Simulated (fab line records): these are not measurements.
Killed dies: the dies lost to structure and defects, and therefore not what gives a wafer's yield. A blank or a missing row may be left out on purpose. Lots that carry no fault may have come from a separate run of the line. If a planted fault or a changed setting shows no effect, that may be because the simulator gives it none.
The same fault as seen by 2 desks :: flow sky130 :: each desk has only its own numbers; what lay behind them comes last

THE METROLOGY DESK
Lot by lot, what the gauges showed, no matter which tool ran the lot: averages of those sampled wafers that carry a number. Marked OUT: a lot whose mean sits more than 4 standard deviations from the usual mean, which makes it out of limits; the brackets give that distance.
Columns: A = VIA3_W_RS at SKY_VIA3_RS_MEAS_22, usual 0.294 ohm/sq; B = VIA3_W_THK at SKY_VIA3_THK_MEAS_23, usual 388 nm
lot: L273
first seen here: day 40 05:39
A: 0.289
B: 389

lot: L276
first seen here: day 41 04:04
A: 0.290
B: 384

lot: L281
first seen here: day 42 07:14
A: 0.291
B: 386

lot: L285
first seen here: day 43 09:59
A: 0.290
B: 401

lot: L292
first seen here: day 45 03:56
A: 0.298
B: 389
This desk's finding: nothing out of limits on any of the 5 lots.

DESK OF THE TOOL OWNER: pvd_sputter-04
The tool's own readings at SKY_METAL4_SPUTTER_03 (material Ti, target thk 5 nm, time 3.3 s): means of the sampled wafers that have a number, for each lot that ran on this tool. Marked OUT: a lot whose mean sits more than 4 standard deviations from the usual mean, which makes it out of limits; the brackets give that distance.
Columns: A = chamber_pressure_pa at SKY_METAL4_SPUTTER_03, usual 0.3999 Pa; B = throttle_valve_pct at SKY_METAL4_SPUTTER_03, usual 30.0 %
lot: L273
first seen here: day 40 06:11
A: 0.3997
B: 30.4

lot: L281
first seen here: day 42 07:50
A: 0.3025 (-99 or more) OUT
B: 35.0 (+4.2) OUT
This desk's finding: out of limits on L281; first on L281, day 42 07:50 (chamber_pressure_pa at SKY_METAL4_SPUTTER_03). L273: within limits.

PUT TOGETHER
On L281, at day 42 07:50, an alarm was possible from the tool owner's desk.
From the metrology desk's view, nothing was out of limits.
The metrology desk holds a record of L281, inside its limits.
SKY_METAL4_SPUTTER_03 was run on pvd_sputter-04 by each of the lots named.

WHAT HAD BEEN PUT IN BY THE SIMULATOR
Drift in process parameters on pvd_sputter-04 at SKY_METAL4_SPUTTER_03, starting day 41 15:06. Setting chamber_pressure_pa, moved by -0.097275, from 0.4. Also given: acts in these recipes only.
Struck lots among those shown: L281.
How many hours passed from the start of the fault until each desk's first out-of-limits reading: the tool owner's desk, 17.
